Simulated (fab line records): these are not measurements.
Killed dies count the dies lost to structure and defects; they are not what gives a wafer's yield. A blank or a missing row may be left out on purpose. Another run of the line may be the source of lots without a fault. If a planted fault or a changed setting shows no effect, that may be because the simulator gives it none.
Struck lot and sound lot, side by side    flow sky130    43 out of 708 route steps
Sound: wafers L948.1, L948.2, L948.5. Struck: wafer L953.3 (left out: L953.4, L953.5 of the same lot, which were not struck); the cause appears at the end.
For every step that has rows: the tool of each side, followed by ch and its chambers, followed by its first start. Under that, the readings that differ: sound wafers    struck wafers    difference of the means    sigmas: that difference in standard deviations of wafers without a fault.
alike: readings whose means differ by less than 2 such deviations, and words and numbers that are the same on both sides. not compared: withheld readings, readings that some wafer has no value for, bounds like >300 that may hide the same value, and numbers for which the record gives no deviation and whose values overlap.
Wherever a step has rows on one side only, a row that says differs or no value, or a row with sigmas, the two part there. Numbers that don't overlap but have no deviation are shown without sigmas and don't part them. A reading that every wafer of one side lacks parts them only if that side has two wafers or more.

SKY_LI_CONTACT_CMP_02: polishes PSG.
  sound on cmp-02 ch 0,1,2, day 28 06:55; struck on cmp-01 ch 0, day 29 20:19
  alike: motorCurrentA, retainingRingPressureFrac, timeToEndpointS
SKY_LI_CONTACT_BOW_MEAS_03:
  struck on filmMetro-01, day 29 20:39; sound on filmMetro-04, day 28 07:07
  alike: LI_CONTACT_BOW
then, 8 steps without rows for these wafers: SKY_LI_CONTACT_DEHYDRATE_04 (time 60 s); SKY_LI_CONTACT_HMDS_05 (prime time 60 s); SKY_LI_CONTACT_COAT_06 (resist thk 60 nm); SKY_LI_CONTACT_COAT_07 (resist thk 450 nm); SKY_LI_CONTACT_SOFTBAKE_08 (time 90 s); SKY_LI_CONTACT_EXPOSE_09 (exposes mask LICM1, target cd 170 nm); SKY_LI_CONTACT_PEB_10; SKY_LI_CONTACT_DEVELOP_11 (develop time 60 s).
SKY_LI_CONTACT_CD_MEAS_12: target cd 170 nm.
  struck on cdSem-01, day 31 00:01; sound on cdSem-02, day 29 10:47
  alike: cdNm
SKY_LI_CONTACT_OVL_MEAS_13:
  struck on overlay-01, day 31 00:07; sound on overlay-01, day 29 10:54
  alike: LI_CONTACT_OVL
SKY_LI_CONTACT_ETCH_14: etches BARC in N2/H2, stops on SiO2, time 45.9 s, target depth 60 nm.
  sound on rieDiel-04 ch 0,1,2, day 29 10:56; struck on rieDiel-01 ch 1, day 31 00:08
  alike: drypumpMotorCurrentA, oesProductAu, throttleValvePct
  not compared: rfHoursCounterH
SKY_LI_CONTACT_ETCH_15: etches PSG in C4F8/O2/Ar, stops on Si, target depth 600 nm.
  sound on rieDiel-04 ch 0,1,2, day 29 10:59; struck on rieDiel-01 ch 1, day 31 00:10
  alike: oesProductAu
then, 5 steps without rows for these wafers: SKY_LI_CONTACT_STRIP_16 (strips in O2/N2); SKY_LI_CONTACT_CLEAN_17 (cleans in NMP, time 600 s); SKY_LI_CONTACT_PRE_CLEAN_18 (time 5.6 s); SKY_LI_CONTACT_SPUTTER_19 (material Ti, target thk 20 nm, time 106.37 s); SKY_LI_CONTACT_SPUTTER_20 (material TiN, target thk 20 nm, time 80 s).
SKY_LI_CONTACT_CVD_21: deposits W, target thk 400 nm, time 120.56 s.
  sound on cvdW-01 ch 0,1, day 29 11:31; struck on cvdW-02 ch 0, day 31 00:45
reading           sound        struck  difference  sigmas
heaterPowerW (W)  663 845 661  927     +204        +2
SKY_LI_CONTACT_RS_MEAS_22: measures by four-point-probe.
  struck on filmMetro-03, day 31 00:52; sound on filmMetro-04, day 29 11:38
reading                   sound                 struck  difference  sigmas
LI_CONTACT_W_RS (ohm/sq)  0.2845 0.2839 0.2811  0.2903  +0.0071     +2
SKY_LI_CONTACT_THK_MEAS_23: measures by xrf.
  struck on filmMetro-03, day 31 00:58; sound on filmMetro-04, day 29 11:46
reading                sound        struck  difference  sigmas
LI_CONTACT_W_THK (nm)  431 430 433  409     -22         -3
then, 1 step without rows for these wafers: SKY_LI_CONTACT_CMP_24 (polishes, stops on PSG, t overpolish 20 s, target thk 0 nm).
SKY_LOCAL_INTERCONNECT_SPUTTER_00: material TiN, target thk 100 nm, time 83.3 s.
  struck on pvdSputter-03, day 31 01:19; sound on pvdSputter-03, day 29 12:07
  alike: substrateTempC, throttleValvePct
SKY_LOCAL_INTERCONNECT_RS_MEAS_01: measures by four-point-probe.
  struck on filmMetro-03, day 31 01:25; sound on filmMetro-01, day 29 12:11
  alike: LOCAL_INTERCONNECT_TIN_RS
SKY_LOCAL_INTERCONNECT_THK_MEAS_02: measures by xrf.
  struck on filmMetro-03, day 31 01:31; sound on filmMetro-01, day 29 12:18
reading                          sound              struck  difference  sigmas
LOCAL_INTERCONNECT_TIN_THK (nm)  101.3 101.4 102.1  99.3    -2.3        -2
then, 8 steps without rows for these wafers: SKY_LOCAL_INTERCONNECT_DEHYDRATE_03 (time 60 s); SKY_LOCAL_INTERCONNECT_HMDS_04 (prime time 60 s); SKY_LOCAL_INTERCONNECT_COAT_05 (resist thk 60 nm); SKY_LOCAL_INTERCONNECT_COAT_06 (resist thk 450 nm); SKY_LOCAL_INTERCONNECT_SOFTBAKE_07 (time 90 s); SKY_LOCAL_INTERCONNECT_EXPOSE_08 (exposes mask LI1M, target cd 170 nm); SKY_LOCAL_INTERCONNECT_PEB_09; SKY_LOCAL_INTERCONNECT_DEVELOP_10 (develop time 60 s).
SKY_LOCAL_INTERCONNECT_CD_MEAS_11: target cd 170 nm.
  struck on cdSem-02, day 32 04:52; sound on cdSem-02, day 30 15:53
  alike: cdNm
SKY_LOCAL_INTERCONNECT_OVL_MEAS_12:
  struck on overlay-01, day 32 04:58; sound on overlay-02, day 30 16:01
  alike: LOCAL_INTERCONNECT_OVL
then, 1 step without rows for these wafers: SKY_LOCAL_INTERCONNECT_ETCH_13 (etches BARC in N2/H2, stops on SiO2, time 45.9 s, target depth 60 nm).
SKY_LOCAL_INTERCONNECT_METAL_ETCH_14: etches TiN in Cl2/BCl3, stops on PSG, target depth 110 nm, time 31.4 s.
  sound on rieMetal-03 ch 0,1, day 30 16:07; struck on rieMetal-04 ch 0, day 32 05:04
  alike: drypumpMotorCurrentA, mfcCl2Sccm, oesProductAu, throttleValvePct
  not compared: rfHoursCounterH
then, 4 steps without rows for these wafers: SKY_LOCAL_INTERCONNECT_STRIP_15 (strips in O2/N2); SKY_LOCAL_INTERCONNECT_STRIP_16 (strips in post etch residue remover, time 1200 s); SKY_LOCAL_INTERCONNECT_CLEAN_17 (cleans in IPA, time 180 s); SKY_LOCAL_INTERCONNECT_CLEAN_18 (cleans in O3/DIW).
-- here the record skips 15 days between the struck wafers' starts before and after, leaving off in module LOCAL_INTERCONNECT and picking up in module PAD_OPEN (first step shown: number 708 of the route) --
SKY_PAD_OPEN_PROBE_99:
  struck on prober-01, day 47 01:44; sound on prober-01, day 45 20:42
reading           sound     struck  difference  sigmas
killed_at_M4_up   5 5 3     0       -4          -3
killedAtContacts  27 26 28  59      +32         +6
killedAtOther     0 0 0     2       +2          +3
killedDies        90 89 96  111     +19         +2
killedOpen        48 45 60  32      -19         -3
  alike: killed_at_M0_to_M3, killedAtFrontEnd, killedShort

== WHERE THEY PART ==
First at SKY_LI_CONTACT_CVD_21; last, within this record, at SKY_PAD_OPEN_PROBE_99.

WHY: the cause the simulator had injected
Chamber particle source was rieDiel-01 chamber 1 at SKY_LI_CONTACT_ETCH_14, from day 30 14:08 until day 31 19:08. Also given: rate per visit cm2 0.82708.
